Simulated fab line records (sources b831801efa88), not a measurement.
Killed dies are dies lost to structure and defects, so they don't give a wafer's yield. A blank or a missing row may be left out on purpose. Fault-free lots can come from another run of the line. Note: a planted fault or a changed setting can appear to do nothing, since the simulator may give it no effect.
fab line records ; flow gf180mcu ; part 2 of 2: steps 31 to 41 of 41
[record] lots = 5; wafers = 15; last_day = 34
route steps=602 shown HV_LDD@187
lots that met no fault: from a run of the same line without faults
start_h: start of the lot's first displayed wafer, in hours after the record's first day ; wait_h: time in hours since the lot's previous step ; " the same as in the row above ; L1.1+2: a single row standing in for several wafers ; - value missing, or start not given ; * or withheld: withheld ; < > ~ a bound
route shown NAME@n: names a module that has steps shown in the file, with the first one's number in the route ; usual: average and standard deviation across the fault-free wafers ; same: alike in all rows ; chamber/n: place in a boat ; sites: readings site by site ; _std_site: the standard deviation of these ; _edge_site: inner sites' mean taken away from outer sites' mean ; radius_mm: for every site, how far away it sits from the centre of the wafer ; mask NAME#n: copy n ; behind: the most recent tool/chamber to have shaped the wafer ; hold: the reason the lot was held/the length of the hold in hours/how it ended ; device: names the non-switching transistor (n, p or np) ; end of line: at the end of the route, the tests of the same wafers ; a step given without rows: its recipe and nothing more ; killed: dies lost to structure and defects at the first sort, not the wafer's yield ; map: per-die view of a wafer (x killed, . not killed, _ where there is no die)
set.NAME: the setting as run; set.NAME@STEP: as run at that earlier step ; model.NAME: the simulator's own value behind a step, which no gauge read
lots at selected steps of the route; one table per step, one row per wafer
services: the hour from which a tool's chamber was out of use, counted from the record's first day as start_h (under 0 if before that day), plus the number of hours and why
[[steps]]
[step GF_HV_LDD_COAT_41]
[recipe] resist = NOVOLAK; spin_rpm = 2963; resist_thk_nm = 1000
[usual] dispense_pressure_kPa = 48.1/0.76
lot.wafer;tool;chamber;start_h;wait_h;dispense_pressure_kPa
L075.3;litho_track-02;0;278.29;0.1;47.2
L075.5;litho_track-02;0;278.29;0.1;47.2
L075.6;litho_track-02;0;278.29;0.1;47.2
L079.1;litho_track-03;0;302.46;0.1;48.6
L079.2;litho_track-03;0;302.46;0.1;48.6
L079.6;litho_track-03;0;302.46;0.1;48.6
L086.1;litho_track-03;0;359.91;0.1;48.6
L086.2;litho_track-03;0;359.91;0.1;48.6
L086.4;litho_track-03;0;359.91;0.1;48.6
L094.2;litho_track-04;0;418.49;0.1;48.9
L094.3;litho_track-04;0;418.49;0.1;48.9
L094.6;litho_track-04;0;418.49;0.1;48.8
L096.1;litho_track-03;0;436.16;0.1;48.6
L096.3;litho_track-03;0;436.16;0.1;48.6
L096.5;litho_track-03;0;436.16;0.1;48.6
[step GF_HV_LDD_SOFTBAKE_42]
[recipe] temp_c = 90; time_s = 60; resist = NOVOLAK
lot.wafer;tool;chamber;start_h;wait_h
L075.3+5+6;litho_track-02;0;278.44;0.1
L079.1+2+6;litho_track-03;0;302.61;0.1
L086.1+2+4;litho_track-03;0;360.06;0.1
L094.2+3+6;litho_track-04;0;418.64;0.1
L096.1+3+5;litho_track-03;0;436.31;0.1
[step GF_HV_LDD_EXPOSE_43]
[recipe] mask_id = Pplus_HV_AREA; target_cd_nm = 400; na = 0.6; source_shape = conventional; sigma_outer = 0.6; dose_mj = 140
lot.wafer;tool;chamber;start_h;wait_h;mask
L075.3+5+6;iline_stepper-01;0;-;-;Pplus_HV_AREA#0
L079.1+2+6;iline_stepper-01;0;-;-;Pplus_HV_AREA#0
L086.1+2+4;iline_stepper-02;0;-;-;Pplus_HV_AREA#0
L094.2+3+6;iline_stepper-02;0;-;-;Pplus_HV_AREA#0
L096.1+3+5;iline_stepper-02;0;-;-;Pplus_HV_AREA#0
[step GF_HV_LDD_PEB_44]
[recipe] temp_c = withheld; time_s = *; resist = NOVOLAK
lot.wafer;tool;chamber;start_h;wait_h
L075.3+5+6;litho_track-02;0;-;-
L079.1+2+6;litho_track-03;0;-;-
L086.1+2+4;litho_track-02;0;-;-
L094.2+3+6;litho_track-04;0;-;-
L096.1+3+5;litho_track-03;0;-;-
[step GF_HV_LDD_DEVELOP_45]
[recipe] develop_time_s = 60; dev_temp_c = 23
lot.wafer;tool;chamber;start_h;wait_h
L075.3+5+6;litho_track-02;0;288.68;0.1
L079.1+2+6;litho_track-03;0;312.86;0.1
L086.1+2+4;litho_track-02;0;371.43;0.1
L094.2+3+6;litho_track-04;0;431.19;0.1
L096.1+3+5;litho_track-03;0;449.06;0.1
[step GF_HV_LDD_CD_MEAS_46]
[recipe] target_cd_nm = 400
[usual] cd_nm = 399.0/2.5
lot.wafer;tool;chamber;start_h;wait_h;cd_nm
L075.3;cd_sem-01;-;288.82;0.1;395.4
L075.5;cd_sem-01;-;288.82;0.1;396.3
L075.6;cd_sem-01;-;288.82;0.1;395.2
L079.1;cd_sem-02;-;313.01;0.1;397.9
L079.2;cd_sem-02;-;313.01;0.1;398.9
L079.6;cd_sem-02;-;313.01;0.1;398.7
L086.1;cd_sem-02;-;371.58;0.1;398.1
L086.2;cd_sem-02;-;371.58;0.1;398.7
L086.4;cd_sem-02;-;371.58;0.1;397.9
L094.2;cd_sem-02;-;431.33;0.1;400.3
L094.3;cd_sem-02;-;431.33;0.1;397.0
L094.6;cd_sem-02;-;431.33;0.1;398.0
L096.1;cd_sem-01;-;449.21;0.1;395.1
L096.3;cd_sem-01;-;449.21;0.1;394.0
L096.5;cd_sem-01;-;449.21;0.1;397.0
[step GF_HV_LDD_OVL_MEAS_47]
[usual] HV_LDD_03_OVL = -0.7/1.4
lot.wafer;tool;chamber;start_h;wait_h;HV_LDD_03_OVL[nm]
L075.3;overlay-02;-;288.92;0.1;0.1
L075.5;overlay-02;-;288.92;0.1;0.5
L075.6;overlay-02;-;288.92;0.1;1.9
L079.1;overlay-01;-;313.13;0.1;0.2
L079.2;overlay-01;-;313.13;0.1;0.8
L079.6;overlay-01;-;313.13;0.1;-1.5
L086.1;overlay-01;-;371.70;0.1;-3.0
L086.2;overlay-01;-;371.70;0.1;-1.5
L086.4;overlay-01;-;371.70;0.1;-2.7
L094.2;overlay-01;-;431.44;0.1;0.9
L094.3;overlay-01;-;431.44;0.1;-0.6
L094.6;overlay-01;-;431.44;0.1;1.9
L096.1;overlay-02;-;449.33;0.1;-1.1
L096.3;overlay-02;-;449.33;0.1;-2.2
L096.5;overlay-02;-;449.33;0.1;-1.4
[step GF_HV_LDD_IMPLANT_48]
[recipe] species = B; energy_kev = 25; dose_cm2 = 3e+13; tilt_deg = 7
[usual] dose_ions_cm2 = 3e+13/3.3e+10; end_station_pressure_torr = 5.14e-06/2.7e-07
lot.wafer;tool;chamber;start_h;wait_h;dose_ions_cm2;end_station_pressure_torr
L075.3;implanter-03;0;288.99;0.1;3.004e+13;4.72e-06
L075.5;implanter-03;0;288.99;0.1;3.003e+13;5e-06
L075.6;implanter-03;0;288.99;0.1;3.001e+13;4.71e-06
L079.1;implanter-04;0;313.17;0.0;2.998e+13;5.04e-06
L079.2;implanter-04;0;313.17;0.0;3.001e+13;5.28e-06
L079.6;implanter-04;0;313.17;0.0;2.992e+13;5.28e-06
L086.1;implanter-04;0;371.74;0.0;2.993e+13;4.8e-06
L086.2;implanter-04;0;371.74;0.0;3.002e+13;5.31e-06
L086.4;implanter-04;0;371.74;0.0;2.994e+13;5.31e-06
L094.2;implanter-04;0;431.49;0.0;3.001e+13;4.94e-06
L094.3;implanter-04;0;431.49;0.0;3.001e+13;4.97e-06
L094.6;implanter-04;0;431.49;0.0;3.001e+13;5.62e-06
L096.1;implanter-02;0;449.37;0.0;2.998e+13;5.3e-06
L096.3;implanter-02;0;449.37;0.0;3.001e+13;5.18e-06
L096.5;implanter-02;0;449.37;0.0;2.997e+13;5.57e-06
[step GF_HV_LDD_STRIP_49]
[recipe] chemistry = O2/N2; power_w = 1400; pressure_mtorr = 1500; platen_temp_c = 250; o2_flow_sccm = 3000; n2_flow_sccm = 300; overash_fraction = 0.5
[usual] drypump_motor_current_A = 6.1/0.39; heater_power_w = 335/29; oes_product_au = 0.716/0.0046; strip_time_to_endpoint_s = 12.71/0.039
lot.wafer;tool;chamber;start_h;wait_h;drypump_motor_current_A;heater_power_w;oes_product_au;rf_hours_counter_h;strip_time_to_endpoint_s
L075.3;plasma_asher-04;1;289.12;0.1;5.6;330;0.714;-;12.71
L075.5;plasma_asher-04;1;289.12;0.1;5.6;332;0.710;-;12.70
L075.6;plasma_asher-04;0;289.12;0.1;5.6;287;0.723;-;12.74
L079.1;plasma_asher-01;0;313.32;0.1;6.5;353;0.714;19;12.64
L079.2;plasma_asher-01;1;313.32;0.1;6.5;338;0.723;19;12.62
L079.6;plasma_asher-01;1;313.32;0.1;6.5;344;0.721;-;12.66
L086.1;plasma_asher-01;0;371.89;0.1;6.6;366;0.714;25;12.71
L086.2;plasma_asher-01;1;371.89;0.1;6.5;337;0.718;25;12.71
L086.4;plasma_asher-01;1;371.89;0.1;6.5;346;0.724;-;12.68
L094.2;plasma_asher-01;0;431.62;0.1;6.6;361;0.718;31;12.70
L094.3;plasma_asher-01;1;431.62;0.1;6.5;351;0.711;-;12.69
L094.6;plasma_asher-01;1;431.62;0.1;6.5;341;0.722;-;12.73
L096.1;plasma_asher-02;0;449.52;0.1;6.0;300;0.724;70;12.69
L096.3;plasma_asher-02;0;449.52;0.1;6.0;299;0.721;-;12.69
L096.5;plasma_asher-02;0;449.52;0.1;6.0;296;0.717;-;12.69
[step GF_HV_LDD_TW_MEAS_50]
[usual] HV_LDD_4_TW = 571.1/2.6
lot.wafer;tool;chamber;start_h;wait_h;HV_LDD_4_TW
L075.3;film_metro-03;-;289.21;0.1;574.9
L075.5;film_metro-03;-;289.21;0.1;573.6
L075.6;film_metro-03;-;289.21;0.1;573.6
L079.1;film_metro-03;-;313.42;0.1;575.3
L079.2;film_metro-03;-;313.42;0.1;573.6
L079.6;film_metro-03;-;313.42;0.1;571.8
L086.1;film_metro-04;-;371.99;0.1;570.0
L086.2;film_metro-04;-;371.99;0.1;571.4
L086.4;film_metro-04;-;371.99;0.1;569.5
L094.2;film_metro-01;-;431.73;0.1;575.5
L094.3;film_metro-01;-;431.73;0.1;574.4
L094.6;film_metro-01;-;431.73;0.1;574.9
L096.1;film_metro-01;-;449.62;0.1;574.8
L096.3;film_metro-01;-;449.62;0.1;574.7
L096.5;film_metro-01;-;449.62;0.1;570.2
[step GF_HV_LDD_CLEAN_51]
[recipe] chemistry = SC1/SC2; mix = 1:4:20; temp_c = 70; time_s = 150; dry = n2_spin
lot.wafer;tool;chamber;start_h;wait_h
L075.3+5+6;wet_bench-01;2;289.33;0.1
L079.1+2+6;wet_bench-03;1;313.48;0.1
L086.1+2+4;wet_bench-04;2;372.05;0.1
L094.2+3+6;wet_bench-04;1;431.78;0.0
L096.1+3+5;wet_bench-04;3;449.68;0.1
[[services]]
tool;chamber;start_h;hours;kind
wet_bench-03;-;216.29;4.2;repair
iline_stepper-02;0;217.77;-;calibration
plasma_asher-01;-;220.05;14.6;pm
wet_bench-01;-;231.98;2.0;repair
iline_stepper-02;-;240.21;1.7;pm
iline_stepper-02;-;278.15;7.5;repair
plasma_asher-02;-;300.09;7.6;repair
iline_stepper-01;-;300.42;1.7;pm
implanter-04;-;303.31;4.0;repair
iline_stepper-01;0;304.90;-;calibration
implanter-04;-;320.00;4.6;pm
implanter-04;-;329.46;4.9;pm
implanter-03;-;335.59;1.6;repair
implanter-04;-;359.64;3.3;repair
implanter-02;-;386.10;8.2;repair
implanter-04;-;394.05;0.7;repair
implanter-04;-;400.23;4.9;repair
iline_stepper-01;-;400.80;10.9;repair
plasma_asher-04;-;402.74;3.0;repair
wet_bench-03;-;409.03;6.7;repair
iline_stepper-01;-;412.32;2.4;repair
iline_stepper-02;0;438.32;-;calibration
